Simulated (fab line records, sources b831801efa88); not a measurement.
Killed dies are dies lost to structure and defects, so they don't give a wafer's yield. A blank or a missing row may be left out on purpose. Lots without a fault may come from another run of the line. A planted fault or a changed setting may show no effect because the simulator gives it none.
Which tool did it? | flow sky130 | 12 lots, 36 wafers sampled, at 3 steps of a route of 708

WHAT THE GAUGES READ, wafer by wafer
SKY_VIA3_BOW_MEAS_03. Usual: VIA3_BOW 80 um, standard deviation 7.
lot  | measured     | on            | VIA3_BOW (um) | flag
L546 | day 38 10:26 | film_metro-02 | 83 87 91      |
L548 | day 39 18:10 | film_metro-04 | 86 94 80      |
L551 | day 39 19:03 | film_metro-01 | 80 86 79      |
L552 | day 40 07:18 | film_metro-04 | 69 83 78      |
L553 | day 41 06:40 | film_metro-02 | 84 86 75      |
L554 | day 41 08:26 | film_metro-02 | 68 82 79      |
L560 | day 42 13:43 | film_metro-01 | 90 87 79      |
L563 | day 43 11:31 | film_metro-01 | 81 91 93      |
L564 | day 43 15:12 | film_metro-04 | 80 78 80      |
L565 | day 44 11:31 | film_metro-02 | 74 80 73      |
L566 | day 44 14:58 | film_metro-02 | 77 68 69      |
L568 | day 46 04:55 | film_metro-01 | 73 75 83      |

WHICH TOOL RAN EACH LOT (tool, then ch and the chambers of the sampled wafers, then the start)
lot  | SKY_METAL3_ETCH_16                | SKY_METAL3_STRIP_19
L546 | rie_metal-02 ch 0,1, day 38 08:57 | plasma_asher-04 ch 0,1, day 38 09:19
L548 | rie_metal-02 ch 0,1, day 39 16:45 | plasma_asher-01 ch 0,1, day 39 17:03
L551 | rie_metal-01 ch 0,1, day 39 17:38 | plasma_asher-04 ch 0,1, day 39 17:56
L552 | rie_metal-02 ch 0,1, day 40 05:50 | plasma_asher-04 ch 0,1, day 40 06:08
L553 | rie_metal-02 ch 1, day 40 18:21   | plasma_asher-02 ch 0,1, day 40 18:55
L554 | rie_metal-01 ch 0,1, day 41 04:12 | plasma_asher-04 ch 0,1, day 41 04:40
L560 | rie_metal-02 ch 0,1, day 42 12:18 | plasma_asher-01 ch 0,1, day 42 12:36
L563 | rie_metal-04 ch 0,1, day 43 09:35 | plasma_asher-04 ch 0,1, day 43 09:52
L564 | rie_metal-04 ch 0,1, day 43 13:44 | plasma_asher-04 ch 0,1, day 43 14:01
L565 | rie_metal-01 ch 0,1, day 44 10:03 | plasma_asher-02 ch 0,1, day 44 10:20
L566 | rie_metal-04 ch 0,1, day 44 13:30 | plasma_asher-02 ch 0,1, day 44 13:48
L568 | rie_metal-04 ch 0,1, day 46 03:30 | plasma_asher-04 ch 0,1, day 46 03:47
- SKY_METAL3_ETCH_16: etches BARC in N2/H2, stops on SiO2, time 88.2 s, target depth 60 nm.
- SKY_METAL3_STRIP_19: strips in O2/N2.

WHAT THE TOOLS THEMSELVES READ (means of the sampled wafers that have a number; where no wafer has one, the mark that the record gives instead)
SKY_METAL3_ETCH_16. Usual: drypump_motor_current_A 5.8 A, standard deviation 0.36; oes_product_au 0.626 a.u., standard deviation 0.0047; throttle_valve_pct 13.205 %, standard deviation 0.0091.
lot  | tool         | drypump_motor_current_A (A) | oes_product_au (a.u.) | throttle_valve_pct (%) | flag
L546 | rie_metal-02 | 5.6                         | 0.625                 | 13.208                 |
L548 | rie_metal-02 | 5.6                         | 0.623                 | 13.209                 |
L551 | rie_metal-01 | 5.7                         | 0.629                 | 13.206                 |
L552 | rie_metal-02 | 5.6                         | 0.626                 | 13.207                 |
L553 | rie_metal-02 | 5.3                         | 0.628                 | 13.197                 |
L554 | rie_metal-01 | 6.0                         | 0.625                 | 13.198                 |
L560 | rie_metal-02 | 5.6                         | 0.629                 | 13.211                 |
L563 | rie_metal-04 | 5.9                         | 0.625                 | 13.198                 |
L564 | rie_metal-04 | 5.8                         | 0.628                 | 13.199                 |
L565 | rie_metal-01 | 5.7                         | 0.628                 | 13.207                 |
L566 | rie_metal-04 | 5.9                         | 0.622                 | 13.210                 |
L568 | rie_metal-04 | 5.8                         | 0.620                 | 13.202                 |

SKY_METAL3_STRIP_19. Usual: drypump_motor_current_A 5.7 A, standard deviation 0.49; oes_product_au 0.504 a.u., standard deviation 0.0052; strip_time_to_endpoint_s 6.57 s, standard deviation 0.079.
lot  | tool            | drypump_motor_current_A (A) | oes_product_au (a.u.) | strip_time_to_endpoint_s (s) | flag
L546 | plasma_asher-04 | 6.3                         | 0.504                 | 6.62                         |
L548 | plasma_asher-01 | 5.8                         | 0.507                 | 6.63                         |
L551 | plasma_asher-04 | 6.3                         | 0.507                 | 6.62                         |
L552 | plasma_asher-04 | 6.1                         | 0.503                 | 6.56                         |
L553 | plasma_asher-02 | 5.4                         | 0.507                 | 6.68                         |
L554 | plasma_asher-04 | 6.1                         | 0.504                 | 6.57                         |
L560 | plasma_asher-01 | 5.6                         | 0.513                 | 6.70                         |
L563 | plasma_asher-04 | 6.3                         | 0.497                 | 6.46                         |
L564 | plasma_asher-04 | 6.2                         | 0.500                 | 6.47                         |
L565 | plasma_asher-02 | 5.5                         | 0.502                 | 6.63                         |
L566 | plasma_asher-02 | 5.5                         | 0.509                 | 6.59                         |
L568 | plasma_asher-04 | 6.3                         | 0.497                 | 6.49                         |

THE ANSWER, worked out from the rows above alone
Rule: a lot is off if the mean of its wafers that have a number lies more than 3 standard deviations from the usual mean. A lot without any number at a reading at which 4 lots or more have one is off too. The other lots that the step has rows for count as sound. The gauges are gone through in route order, then the tools' own readings, and for those a lot's mean is taken as printed above. The first step at which some lot is off is used, and at that step the reading that is off furthest; a lot without a number counts as furthest.
No lot is off at any reading shown: from this, nothing can be told.

WHAT THE SIMULATOR HAD PUT IN
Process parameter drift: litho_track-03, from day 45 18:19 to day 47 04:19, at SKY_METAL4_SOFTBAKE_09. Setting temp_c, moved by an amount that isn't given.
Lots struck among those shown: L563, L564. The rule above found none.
